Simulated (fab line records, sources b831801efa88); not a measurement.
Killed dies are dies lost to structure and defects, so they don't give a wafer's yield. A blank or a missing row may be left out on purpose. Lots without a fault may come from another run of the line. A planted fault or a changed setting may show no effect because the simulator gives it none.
Tool commonality check | flow gf180mcu | 12 lots, 42 wafers sampled

WHY IT WAS OPENED
At GF_MVPSD_TW_MEAS_11 the reading MVPSD_TW is flagged on 2 of 12 lots. Wafers without a fault read 552, standard deviation 3.3.
Rule: a lot is flagged when every wafer of it that has a number lies more than 4 standard deviations from that mean, or none has a number. The other lots count as sound.

lot  | measured     | on            | MVPSD_TW, wafer by wafer | flag
L753 | day 5 07:35  | film_metro-01 | 549 546 551              |
L756 | day 6 00:41  | film_metro-01 | 552 552 550              |
L757 | day 6 07:17  | film_metro-03 | 547 548 549              |
L758 | day 6 13:54  | film_metro-01 | 531 529 531 533 534 532  | FLAGGED
L759 | day 6 19:35  | film_metro-02 | 530 531 532 533 531 531  | FLAGGED
L766 | day 8 18:44  | film_metro-01 | 552 558 556              |
L768 | day 9 03:53  | film_metro-01 | 553 551 550              |
L769 | day 9 18:10  | film_metro-02 | 550 550 549              |
L770 | day 9 18:53  | film_metro-01 | 553 554 552              |
L772 | day 10 05:57 | film_metro-02 | 553 556 557              |
L773 | day 10 11:56 | film_metro-03 | 550 547 550              |
L775 | day 11 00:40 | film_metro-02 | 554 555 556              |
The numbers of the flagged lots are 532 on average: -20 against the usual, or -6 standard deviations.

WHICH TOOL RAN EACH LOT
The record holds 1 process step before the reading, out of a route of 602 steps. In each cell: the tool, then ch and the chambers that the sampled wafers went through, then the start.
lot  | flag    | GF_MVPSD_IMPLANT_08
L753 |         | implanter-03 ch 0, day 5 07:13
L756 |         | implanter-04 ch 0, day 6 00:18
L757 |         | implanter-04 ch 0, day 6 06:54
L758 | FLAGGED | implanter-04 ch 0, day 6 13:32
L759 | FLAGGED | implanter-04 ch 0, day 6 19:11
L766 |         | implanter-03 ch 0, day 8 18:22
L768 |         | implanter-01 ch 0, day 9 03:30
L769 |         | implanter-04 ch 0, day 9 17:46
L770 |         | implanter-03 ch 0, day 9 18:30
L772 |         | implanter-01 ch 0, day 10 05:34
L773 |         | implanter-04 ch 0, day 10 11:34
L775 |         | implanter-04 ch 0, day 11 00:16
What these steps do:
- GF_MVPSD_IMPLANT_08
- GF_MVPSD_TW_MEAS_11

FLAGGED OVER TOTAL, TOOL BY TOOL (the gauges that took the reading come last)
step                | tool          | lots run | flagged | share of the flagged lots | sound lots run after its first flagged lot
GF_MVPSD_IMPLANT_08 | implanter-01  | 2        | 0       | none                      | -
GF_MVPSD_IMPLANT_08 | implanter-03  | 3        | 0       | none                      | -
GF_MVPSD_IMPLANT_08 | implanter-04  | 7        | 2       | all                       | 3 (L769,L773,L775)
GF_MVPSD_TW_MEAS_11 | film_metro-01 | 6        | 1       | some                      | 3 (L766,L768,L770)
GF_MVPSD_TW_MEAS_11 | film_metro-02 | 4        | 1       | some                      | 3 (L769,L772,L775)
GF_MVPSD_TW_MEAS_11 | film_metro-03 | 2        | 0       | none                      | -

WHAT THE TABLE ALLOWS
1 row of the table ran every flagged lot: implanter-04 at GF_MVPSD_IMPLANT_08.
- implanter-04 at GF_MVPSD_IMPLANT_08: 2 of its 7 lots flagged. Sound lots ran on it after the first flagged one (L769, L773, L775), which a lasting fault on the whole tool wouldn't allow. Its own readings lie more than 4 standard deviations out on every wafer of the flagged lots: dose_ions_cm2, faraday_current_uA.
No row of the table ran every flagged lot and no sound lot after the first.

WHAT THE SIMULATOR HAD PUT IN
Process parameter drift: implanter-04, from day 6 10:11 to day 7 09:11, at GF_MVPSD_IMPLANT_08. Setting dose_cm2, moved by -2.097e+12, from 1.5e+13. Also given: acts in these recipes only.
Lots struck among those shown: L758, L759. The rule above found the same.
